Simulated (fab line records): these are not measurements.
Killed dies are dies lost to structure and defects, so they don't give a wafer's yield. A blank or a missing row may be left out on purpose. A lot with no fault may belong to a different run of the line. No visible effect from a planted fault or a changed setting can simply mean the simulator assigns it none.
Which tool did it? || flow sfq_line || 14 lots, 42 wafers sampled, at 4 steps of a route of 325

WHAT THE GAUGES SHOWED, per wafer
SFQ_I3_BOW_MEAS_922. Usual: I3_BOW gives 3 um (standard deviation 9.2).
{"lot": "L692", "measured": "day 38 17:41", "on": "film_metro-02", "I3_BOW (um)": "6 21 12", "flag": ""}
{"lot": "L693", "measured": "day 39 02:42", "on": "film_metro-02", "I3_BOW (um)": "-6 -16 -3", "flag": ""}
{"lot": "L694", "measured": "day 39 11:38", "on": "film_metro-04", "I3_BOW (um)": "-1 22 2", "flag": ""}
{"lot": "L695", "measured": "day 39 20:40", "on": "film_metro-04", "I3_BOW (um)": "-3 9 6", "flag": ""}
{"lot": "L696", "measured": "day 40 02:12", "on": "film_metro-02", "I3_BOW (um)": "4 4 7", "flag": ""}
{"lot": "L697", "measured": "day 40 05:38", "on": "film_metro-02", "I3_BOW (um)": "7 5 -4", "flag": ""}
{"lot": "L698", "measured": "day 40 08:13", "on": "film_metro-04", "I3_BOW (um)": "3 14 9", "flag": ""}
{"lot": "L699", "measured": "day 40 17:42", "on": "film_metro-02", "I3_BOW (um)": "0 1 -7", "flag": ""}
{"lot": "L700", "measured": "day 41 18:56", "on": "film_metro-02", "I3_BOW (um)": "0 10 18", "flag": ""}
{"lot": "L701", "measured": "day 43 00:47", "on": "film_metro-04", "I3_BOW (um)": "-4 -12 -17", "flag": ""}
{"lot": "L702", "measured": "day 43 03:46", "on": "film_metro-02", "I3_BOW (um)": "6 0 4", "flag": ""}
{"lot": "L703", "measured": "day 43 15:55", "on": "film_metro-01", "I3_BOW (um)": "4 -1 -1", "flag": ""}
{"lot": "L712", "measured": "day 47 00:05", "on": "film_metro-02", "I3_BOW (um)": "-6 10 15", "flag": ""}
{"lot": "L714", "measured": "day 53 02:18", "on": "film_metro-04", "I3_BOW (um)": "-3 -1 -4", "flag": ""}

WHICH TOOL RAN EACH LOT (tool, then ch and the chambers of the sampled wafers, then the start)
{"lot": "L692", "SFQ_TRILAYER_L0_VIA_BARC_OPEN_VIA_ETCH_021": "rie_diel-01 ch 0,2,3, day 7 09:37", "SFQ_TRILAYER_I2_VIA_BARC_OPEN_VIA_ETCH_096": "rie_diel-03 ch 0,2,3, day 31 13:43", "SFQ_TRILAYER_M3_STRIP_STRIP_079": "rie_metal-04 ch 0,1, day 38 01:35"}
{"lot": "L693", "SFQ_TRILAYER_L0_VIA_BARC_OPEN_VIA_ETCH_021": "rie_diel-04 ch 0,1,3, day 7 13:32", "SFQ_TRILAYER_I2_VIA_BARC_OPEN_VIA_ETCH_096": "rie_diel-03 ch 0,3, day 31 18:31", "SFQ_TRILAYER_M3_STRIP_STRIP_079": "rie_metal-02 ch 0,1, day 38 08:35"}
{"lot": "L694", "SFQ_TRILAYER_L0_VIA_BARC_OPEN_VIA_ETCH_021": "rie_diel-01 ch 0,1,2, day 7 17:08", "SFQ_TRILAYER_I2_VIA_BARC_OPEN_VIA_ETCH_096": "rie_diel-03 ch 0,2,3, day 32 00:31", "SFQ_TRILAYER_M3_STRIP_STRIP_079": "rie_metal-04 ch 0,1, day 38 14:35"}
{"lot": "L695", "SFQ_TRILAYER_L0_VIA_BARC_OPEN_VIA_ETCH_021": "rie_diel-02 ch 0,3, day 7 20:44", "SFQ_TRILAYER_I2_VIA_BARC_OPEN_VIA_ETCH_096": "rie_diel-03 ch 2,3, day 32 06:31", "SFQ_TRILAYER_M3_STRIP_STRIP_079": "rie_metal-03 ch 0,1, day 38 21:47"}
{"lot": "L696", "SFQ_TRILAYER_L0_VIA_BARC_OPEN_VIA_ETCH_021": "rie_diel-04 ch 1,2,3, day 7 21:56", "SFQ_TRILAYER_I2_VIA_BARC_OPEN_VIA_ETCH_096": "rie_diel-04 ch 0,1,2, day 32 12:31", "SFQ_TRILAYER_M3_STRIP_STRIP_079": "rie_metal-03 ch 0,1, day 39 01:23"}
{"lot": "L697", "SFQ_TRILAYER_L0_VIA_BARC_OPEN_VIA_ETCH_021": "rie_diel-01 ch 0,1,3, day 8 00:20", "SFQ_TRILAYER_I2_VIA_BARC_OPEN_VIA_ETCH_096": "rie_diel-03 ch 2,3, day 32 13:43", "SFQ_TRILAYER_M3_STRIP_STRIP_079": "rie_metal-03 ch 0,1, day 39 03:47"}
{"lot": "L698", "SFQ_TRILAYER_L0_VIA_BARC_OPEN_VIA_ETCH_021": "rie_diel-02 ch 0,1,2, day 8 02:44", "SFQ_TRILAYER_I2_VIA_BARC_OPEN_VIA_ETCH_096": "rie_diel-01 ch 1,2, day 32 16:07", "SFQ_TRILAYER_M3_STRIP_STRIP_079": "rie_metal-04 ch 0,1, day 39 06:11"}
{"lot": "L699", "SFQ_TRILAYER_L0_VIA_BARC_OPEN_VIA_ETCH_021": "rie_diel-04 ch 0,1, day 8 05:08", "SFQ_TRILAYER_I2_VIA_BARC_OPEN_VIA_ETCH_096": "rie_diel-03 ch 0,2,3, day 32 23:01", "SFQ_TRILAYER_M3_STRIP_STRIP_079": "rie_metal-02 ch 0,1, day 39 12:23"}
{"lot": "L700", "SFQ_TRILAYER_L0_VIA_BARC_OPEN_VIA_ETCH_021": "rie_diel-04 ch 0,3, day 9 20:38", "SFQ_TRILAYER_I2_VIA_BARC_OPEN_VIA_ETCH_096": "rie_diel-01 ch 1,2,3, day 34 08:35", "SFQ_TRILAYER_M3_STRIP_STRIP_079": "rie_metal-03 ch 0,1, day 40 19:34"}
{"lot": "L701", "SFQ_TRILAYER_L0_VIA_BARC_OPEN_VIA_ETCH_021": "rie_diel-02 ch 0,2,3, day 10 06:14", "SFQ_TRILAYER_I2_VIA_BARC_OPEN_VIA_ETCH_096": "rie_diel-01 ch 0,3, day 36 00:11", "SFQ_TRILAYER_M3_STRIP_STRIP_079": "rie_metal-03 ch 0,1, day 42 06:10"}
{"lot": "L702", "SFQ_TRILAYER_L0_VIA_BARC_OPEN_VIA_ETCH_021": "rie_diel-04 ch 0,2,3, day 10 19:26", "SFQ_TRILAYER_I2_VIA_BARC_OPEN_VIA_ETCH_096": "rie_diel-03 ch 0,1,3, day 36 05:59", "SFQ_TRILAYER_M3_STRIP_STRIP_079": "rie_metal-04 ch 0,1, day 42 09:46"}
{"lot": "L703", "SFQ_TRILAYER_L0_VIA_BARC_OPEN_VIA_ETCH_021": "rie_diel-04 ch 0,1,3, day 11 03:50", "SFQ_TRILAYER_I2_VIA_BARC_OPEN_VIA_ETCH_096": "rie_diel-01 ch 0,1,2, day 37 06:14", "SFQ_TRILAYER_M3_STRIP_STRIP_079": "rie_metal-03 ch 0, day 43 05:23"}
{"lot": "L712", "SFQ_TRILAYER_L0_VIA_BARC_OPEN_VIA_ETCH_021": "rie_diel-01 ch 2,3, day 13 17:07", "SFQ_TRILAYER_I2_VIA_BARC_OPEN_VIA_ETCH_096": "rie_diel-01 ch 1,2,3, day 46 16:31", "SFQ_TRILAYER_M3_STRIP_STRIP_079": "rie_metal-03 ch 0,1, day 46 20:14"}
{"lot": "L714", "SFQ_TRILAYER_L0_VIA_BARC_OPEN_VIA_ETCH_021": "rie_diel-04 ch 0,1,2, day 14 09:50", "SFQ_TRILAYER_I2_VIA_BARC_OPEN_VIA_ETCH_096": "rie_diel-01 ch 0,1,2, day 47 03:27", "SFQ_TRILAYER_M3_STRIP_STRIP_079": "rie_metal-03 ch 0,1, day 52 15:51"}
- SFQ_TRILAYER_L0_VIA_BARC_OPEN_VIA_ETCH_021: etches BARC in O2, target depth 125 nm, time 41.7 s.
- SFQ_TRILAYER_I2_VIA_BARC_OPEN_VIA_ETCH_096: etches BARC in O2, target depth 125 nm, time 41.7 s.
- SFQ_TRILAYER_M3_STRIP_STRIP_079: strips in O2.

AS READ BY THE TOOLS THEMSELVES (means over the sampled wafers that have a number; for cases with no such wafer, the mark the record gives instead)
SFQ_TRILAYER_L0_VIA_BARC_OPEN_VIA_ETCH_021. Usual: chamber_pressure_mTorr 30.002 mTorr, standard deviation 0.024; drypump_motor_current_A 5.6 A, standard deviation 0.44; oes_product_au 0.685 a.u., standard deviation 0.005; rf_fwd_power_W 494.5 W, standard deviation 2.1.
{"lot": "L692", "tool": "rie_diel-01", "chamber_pressure_mTorr (mTorr)": 30.002, "drypump_motor_current_A (A)": 5.9, "oes_product_au (a.u.)": 0.684, "rf_fwd_power_W (W)": 495.2, "flag": ""}
{"lot": "L693", "tool": "rie_diel-04", "chamber_pressure_mTorr (mTorr)": 29.981, "drypump_motor_current_A (A)": 5.5, "oes_product_au (a.u.)": 0.682, "rf_fwd_power_W (W)": 493.9, "flag": ""}
{"lot": "L694", "tool": "rie_diel-01", "chamber_pressure_mTorr (mTorr)": 29.993, "drypump_motor_current_A (A)": 5.8, "oes_product_au (a.u.)": 0.690, "rf_fwd_power_W (W)": 494.6, "flag": ""}
{"lot": "L695", "tool": "rie_diel-02", "chamber_pressure_mTorr (mTorr)": 29.985, "drypump_motor_current_A (A)": 5.3, "oes_product_au (a.u.)": 0.682, "rf_fwd_power_W (W)": 494.7, "flag": ""}
{"lot": "L696", "tool": "rie_diel-04", "chamber_pressure_mTorr (mTorr)": 29.994, "drypump_motor_current_A (A)": 5.6, "oes_product_au (a.u.)": 0.684, "rf_fwd_power_W (W)": 494.3, "flag": ""}
{"lot": "L697", "tool": "rie_diel-01", "chamber_pressure_mTorr (mTorr)": 30.029, "drypump_motor_current_A (A)": 5.7, "oes_product_au (a.u.)": 0.685, "rf_fwd_power_W (W)": 495.1, "flag": ""}
{"lot": "L698", "tool": "rie_diel-02", "chamber_pressure_mTorr (mTorr)": 30.010, "drypump_motor_current_A (A)": 5.7, "oes_product_au (a.u.)": 0.686, "rf_fwd_power_W (W)": 494.5, "flag": ""}
{"lot": "L699", "tool": "rie_diel-04", "chamber_pressure_mTorr (mTorr)": 30.017, "drypump_motor_current_A (A)": 5.7, "oes_product_au (a.u.)": 0.688, "rf_fwd_power_W (W)": 493.9, "flag": ""}
{"lot": "L700", "tool": "rie_diel-04", "chamber_pressure_mTorr (mTorr)": 29.996, "drypump_motor_current_A (A)": 5.5, "oes_product_au (a.u.)": 0.682, "rf_fwd_power_W (W)": 492.1, "flag": ""}
{"lot": "L701", "tool": "rie_diel-02", "chamber_pressure_mTorr (mTorr)": 30.009, "drypump_motor_current_A (A)": 5.6, "oes_product_au (a.u.)": 0.684, "rf_fwd_power_W (W)": 496.0, "flag": ""}
{"lot": "L702", "tool": "rie_diel-04", "chamber_pressure_mTorr (mTorr)": 30.003, "drypump_motor_current_A (A)": 5.2, "oes_product_au (a.u.)": 0.683, "rf_fwd_power_W (W)": 492.9, "flag": ""}
{"lot": "L703", "tool": "rie_diel-04", "chamber_pressure_mTorr (mTorr)": 29.993, "drypump_motor_current_A (A)": 5.6, "oes_product_au (a.u.)": 0.688, "rf_fwd_power_W (W)": 492.9, "flag": ""}
{"lot": "L712", "tool": "rie_diel-01", "chamber_pressure_mTorr (mTorr)": 29.983, "drypump_motor_current_A (A)": 6.0, "oes_product_au (a.u.)": 0.678, "rf_fwd_power_W (W)": 494.0, "flag": ""}
{"lot": "L714", "tool": "rie_diel-04", "chamber_pressure_mTorr (mTorr)": 30.004, "drypump_motor_current_A (A)": 5.3, "oes_product_au (a.u.)": 0.686, "rf_fwd_power_W (W)": 492.8, "flag": ""}

SFQ_TRILAYER_I2_VIA_BARC_OPEN_VIA_ETCH_096. Usual: chamber_pressure_mTorr 30.000 mTorr, standard deviation 0.027; drypump_motor_current_A 5.7 A, standard deviation 0.36; oes_product_au 0.685 a.u., standard deviation 0.0044; rf_fwd_power_W 493.9 W, standard deviation 2.1.
{"lot": "L692", "tool": "rie_diel-03", "chamber_pressure_mTorr (mTorr)": 29.989, "drypump_motor_current_A (A)": 5.6, "oes_product_au (a.u.)": 0.685, "rf_fwd_power_W (W)": 493.3, "flag": ""}
{"lot": "L693", "tool": "rie_diel-03", "chamber_pressure_mTorr (mTorr)": 30.018, "drypump_motor_current_A (A)": 5.5, "oes_product_au (a.u.)": 0.683, "rf_fwd_power_W (W)": 493.0, "flag": ""}
{"lot": "L694", "tool": "rie_diel-03", "chamber_pressure_mTorr (mTorr)": 29.984, "drypump_motor_current_A (A)": 5.6, "oes_product_au (a.u.)": 0.688, "rf_fwd_power_W (W)": 491.9, "flag": ""}
{"lot": "L695", "tool": "rie_diel-03", "chamber_pressure_mTorr (mTorr)": 30.015, "drypump_motor_current_A (A)": 5.8, "oes_product_au (a.u.)": 0.685, "rf_fwd_power_W (W)": 493.5, "flag": ""}
{"lot": "L696", "tool": "rie_diel-04", "chamber_pressure_mTorr (mTorr)": 29.998, "drypump_motor_current_A (A)": 5.3, "oes_product_au (a.u.)": 0.685, "rf_fwd_power_W (W)": 493.0, "flag": ""}
{"lot": "L697", "tool": "rie_diel-03", "chamber_pressure_mTorr (mTorr)": 29.981, "drypump_motor_current_A (A)": 5.9, "oes_product_au (a.u.)": 0.682, "rf_fwd_power_W (W)": 493.9, "flag": ""}
{"lot": "L698", "tool": "rie_diel-01", "chamber_pressure_mTorr (mTorr)": 29.994, "drypump_motor_current_A (A)": 6.1, "oes_product_au (a.u.)": 0.688, "rf_fwd_power_W (W)": 494.3, "flag": ""}
{"lot": "L699", "tool": "rie_diel-03", "chamber_pressure_mTorr (mTorr)": 29.980, "drypump_motor_current_A (A)": 5.6, "oes_product_au (a.u.)": 0.681, "rf_fwd_power_W (W)": 493.8, "flag": ""}
{"lot": "L700", "tool": "rie_diel-01", "chamber_pressure_mTorr (mTorr)": 30.026, "drypump_motor_current_A (A)": 5.9, "oes_product_au (a.u.)": 0.685, "rf_fwd_power_W (W)": 493.8, "flag": ""}
{"lot": "L701", "tool": "rie_diel-01", "chamber_pressure_mTorr (mTorr)": 30.007, "drypump_motor_current_A (A)": 5.6, "oes_product_au (a.u.)": 0.684, "rf_fwd_power_W (W)": 493.7, "flag": ""}
{"lot": "L702", "tool": "rie_diel-03", "chamber_pressure_mTorr (mTorr)": 29.987, "drypump_motor_current_A (A)": 5.7, "oes_product_au (a.u.)": 0.686, "rf_fwd_power_W (W)": 493.3, "flag": ""}
{"lot": "L703", "tool": "rie_diel-01", "chamber_pressure_mTorr (mTorr)": 29.991, "drypump_motor_current_A (A)": 5.8, "oes_product_au (a.u.)": 0.683, "rf_fwd_power_W (W)": 494.5, "flag": ""}
{"lot": "L712", "tool": "rie_diel-01", "chamber_pressure_mTorr (mTorr)": 28.031, "drypump_motor_current_A (A)": 6.0, "oes_product_au (a.u.)": 0.688, "rf_fwd_power_W (W)": 496.1, "flag": "OFF"}
{"lot": "L714", "tool": "rie_diel-01", "chamber_pressure_mTorr (mTorr)": 27.997, "drypump_motor_current_A (A)": 5.8, "oes_product_au (a.u.)": 0.687, "rf_fwd_power_W (W)": 495.4, "flag": "OFF"}

SFQ_TRILAYER_M3_STRIP_STRIP_079. Usual: drypump_motor_current_A 5.8 A, standard deviation 0.39; oes_product_au 1.000 a.u., standard deviation 0.0085.
{"lot": "L692", "tool": "rie_metal-04", "drypump_motor_current_A (A)": 5.6, "oes_product_au (a.u.)": 0.998, "flag": ""}
{"lot": "L693", "tool": "rie_metal-02", "drypump_motor_current_A (A)": 5.7, "oes_product_au (a.u.)": 0.997, "flag": ""}
{"lot": "L694", "tool": "rie_metal-04", "drypump_motor_current_A (A)": 5.4, "oes_product_au (a.u.)": 1.003, "flag": ""}
{"lot": "L695", "tool": "rie_metal-03", "drypump_motor_current_A (A)": 6.1, "oes_product_au (a.u.)": 0.999, "flag": ""}
{"lot": "L696", "tool": "rie_metal-03", "drypump_motor_current_A (A)": 6.1, "oes_product_au (a.u.)": 1.010, "flag": ""}
{"lot": "L697", "tool": "rie_metal-03", "drypump_motor_current_A (A)": 6.1, "oes_product_au (a.u.)": 1.006, "flag": ""}
{"lot": "L698", "tool": "rie_metal-04", "drypump_motor_current_A (A)": 5.6, "oes_product_au (a.u.)": 1.004, "flag": ""}
{"lot": "L699", "tool": "rie_metal-02", "drypump_motor_current_A (A)": 5.7, "oes_product_au (a.u.)": 0.992, "flag": ""}
{"lot": "L700", "tool": "rie_metal-03", "drypump_motor_current_A (A)": 6.0, "oes_product_au (a.u.)": 0.999, "flag": ""}
{"lot": "L701", "tool": "rie_metal-03", "drypump_motor_current_A (A)": 6.0, "oes_product_au (a.u.)": 1.004, "flag": ""}
{"lot": "L702", "tool": "rie_metal-04", "drypump_motor_current_A (A)": 5.3, "oes_product_au (a.u.)": 1.005, "flag": ""}
{"lot": "L703", "tool": "rie_metal-03", "drypump_motor_current_A (A)": 6.1, "oes_product_au (a.u.)": 1.006, "flag": ""}
{"lot": "L712", "tool": "rie_metal-03", "drypump_motor_current_A (A)": 6.1, "oes_product_au (a.u.)": 1.006, "flag": ""}
{"lot": "L714", "tool": "rie_metal-03", "drypump_motor_current_A (A)": 6.1, "oes_product_au (a.u.)": 1.001, "flag": ""}

THE ANSWER, worked out from the rows above alone
Rule: lot off if the mean of its wafers having a number is beyond 3 standard deviations from the usual mean. Also off: a lot with no number at a reading for which 4 or more lots have one. Where the step has rows for the other lots, those lots are counted as sound. The gauges are gone through in route order, then the tools' own readings, and for those a lot's mean is taken as printed above. The first step at which some lot is off is used, and at that step the reading that is off furthest; a lot without a number counts as furthest.
Off: L712, L714 (SFQ_TRILAYER_I2_VIA_BARC_OPEN_VIA_ETCH_096, chamber_pressure_mTorr).
If a tool, at that step or one of the process steps before it, ran each lot that is off and ran no sound lot following the first of them, it fits. One fits: rie_diel-01 at SFQ_TRILAYER_I2_VIA_BARC_OPEN_VIA_ETCH_096. A fault onset in the window from L703 (day 37 06:14, its last sound lot) to L712 (day 46 16:31, its first lot off) fits.
On the lots that are off, the tool's own readings at SFQ_TRILAYER_I2_VIA_BARC_OPEN_VIA_ETCH_096 differ by more than 5 times the standard deviation of the sound lots' means, which bears it out; chamber_pressure_mTorr reads 28.014 mTorr there versus 29.998 mTorr on the sound lots.

WHAT THE SIMULATOR HAD INSERTED
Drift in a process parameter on rie_diel-01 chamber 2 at SFQ_TRILAYER_I2_VIA_BARC_OPEN_VIA_ETCH_096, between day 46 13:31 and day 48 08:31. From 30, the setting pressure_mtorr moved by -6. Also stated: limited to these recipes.
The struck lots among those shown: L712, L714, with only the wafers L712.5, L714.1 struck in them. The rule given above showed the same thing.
